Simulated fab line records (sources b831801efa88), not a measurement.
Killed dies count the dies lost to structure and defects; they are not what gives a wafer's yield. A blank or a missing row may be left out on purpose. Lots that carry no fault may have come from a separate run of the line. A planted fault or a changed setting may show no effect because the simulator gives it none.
Which tool is to blame? | flow gf180mcu | 11 lots, 33 wafers sampled, at 1 step of a route of 602

WHAT THE GAUGES SHOWED, per wafer
GF_MIM_THK_MEAS_06. Usual: for MIM_CVD_05_THK the level is 42.2 nm and the standard deviation is 0.65.
lot  | measured     | on            | MIM_CVD_05_THK (nm) | flag
L318 | day 24 11:43 | film metro-01 | 41.9 42.1 42.6      |
L319 | day 24 18:47 | film metro-02 | 41.4 42.4 42.6      |
L320 | day 24 23:34 | film metro-01 | 41.0 41.4 41.4      |
L321 | day 25 04:58 | film metro-02 | 41.5 42.3 42.1      |
L328 | day 28 02:16 | film metro-03 | 41.7 41.8 41.2      |
L331 | day 28 15:45 | film metro-03 | 43.4 43.6 43.4      |
L332 | day 29 02:29 | film metro-03 | 42.0 42.5 43.0      |
L333 | day 29 09:04 | film metro-03 | 42.9 42.1 42.4      |
L335 | day 29 16:47 | film metro-02 | 42.0 42.5 42.8      |
L337 | day 30 09:04 | film metro-03 | 41.7 41.6 42.2      |
L341 | day 31 14:19 | film metro-02 | 41.4 41.9 42.6      |

WHICH TOOL RAN EACH LOT (tool, then ch and the chambers of the sampled wafers, then the start)
The record holds no process step before these readings.

AS READ BY THE TOOLS THEMSELVES (means over the sampled wafers that have a number; for cases with no such wafer, the mark the record gives instead)
The record holds no such reading with a usual standard deviation.

THE ANSWER, worked out from the rows above alone
Rule: a lot counts as off when the mean over its wafers that have a number is more than 3 standard deviations away from the usual mean. Also off: a lot with no number at a reading for which 4 or more lots have one. All remaining lots with rows at the step are treated as sound. Order of review: gauges by route order, followed by the tools' own readings, for which a lot's mean as printed above is used. The first step at which some lot is off is used, and at that step the reading that is off furthest; a lot without a number counts as furthest.
No lot is off on any of the readings shown, so nothing can be concluded from this.

WHAT HAD BEEN PUT IN BY THE SIMULATOR
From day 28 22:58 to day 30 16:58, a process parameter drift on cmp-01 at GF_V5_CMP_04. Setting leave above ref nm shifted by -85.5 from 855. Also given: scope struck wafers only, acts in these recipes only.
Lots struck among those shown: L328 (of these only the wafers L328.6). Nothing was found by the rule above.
